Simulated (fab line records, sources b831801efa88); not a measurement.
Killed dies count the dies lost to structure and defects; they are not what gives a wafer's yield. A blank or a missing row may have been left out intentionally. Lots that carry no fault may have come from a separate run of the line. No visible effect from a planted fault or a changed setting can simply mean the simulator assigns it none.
2 desks looking at one fault / flow sky130 / each desk holds nothing but its own numbers, with what lay behind them at the end

== AT THE TOOL OWNER'S DESK: rie-metal-02 ==
The tool's own readings at SKY_METAL2_ETCH_18 (etches BARC in N2/H2, stops on SiO2, time 45.9 s, target depth 60 nm): means of the sampled wafers that have a number, for each lot that ran on this tool. The brackets show how far a lot's mean lies from the usual mean; more than 4 standard deviations puts the lot out of limits, marked OUT.
Columns: A = drypump-motor-current-A at SKY_METAL2_ETCH_18, usual 5.4 A; B = n2-flow-sccm at SKY_METAL2_ETCH_18, usual 100.0 sccm; C = oes-product-au at SKY_METAL2_ETCH_18, usual 0.855 a.u.; D = throttle-valve-pct at SKY_METAL2_ETCH_18, usual 13.225 %
lot=L922; first seen here=day 35 21:58; A=5.2; B=100.2; C=0.853; D=13.223
lot=L930; first seen here=day 37 23:28; A=5.2; B=99.9; C=0.855; D=13.223
lot=L933; first seen here=day 39 06:52; A=5.3; B=100.0; C=0.856; D=13.244
lot=L943; first seen here=day 41 21:46; A=5.2; B=100.0; C=0.851; D=13.229
Finding of this desk: none of the 4 lots has anything out of limits.

== METROLOGY DESK ==
What the gauges read for every lot (on any tool): the sampled wafers with a number, averaged. The brackets show how far a lot's mean lies from the usual mean; more than 4 standard deviations puts the lot out of limits, marked OUT.
Columns: A = PAD_OPEN_BOW at SKY_PAD_OPEN_BOW_MEAS_13, usual 49 um
lot=L922; first seen here=day 46 07:11; A=42
lot=L923; first seen here=day 46 08:30; A=48
lot=L924; first seen here=day 46 15:35; A=46
lot=L925; first seen here=day 46 17:13; A=54
lot=L926; first seen here=day 47 09:28; A=40
lot=L930; first seen here=day 48 01:54; A=42
lot=L931; first seen here=day 48 11:22; A=61
lot=L932; first seen here=day 48 11:50; A=48
lot=L933; first seen here=day 49 03:03; A=58
lot=L935; first seen here=day 49 20:22; A=46
lot=L943; first seen here=day 50 20:53; A=52
lot=L945; first seen here=day 51 01:20; A=49
Finding of this desk: none of the 12 lots has anything out of limits.

== TAKEN TOGETHER ==
The tool owner's desk saw nothing out of limits.
From the metrology desk's view, nothing was out of limits.

== WHAT THE SIMULATOR HAD INSERTED ==
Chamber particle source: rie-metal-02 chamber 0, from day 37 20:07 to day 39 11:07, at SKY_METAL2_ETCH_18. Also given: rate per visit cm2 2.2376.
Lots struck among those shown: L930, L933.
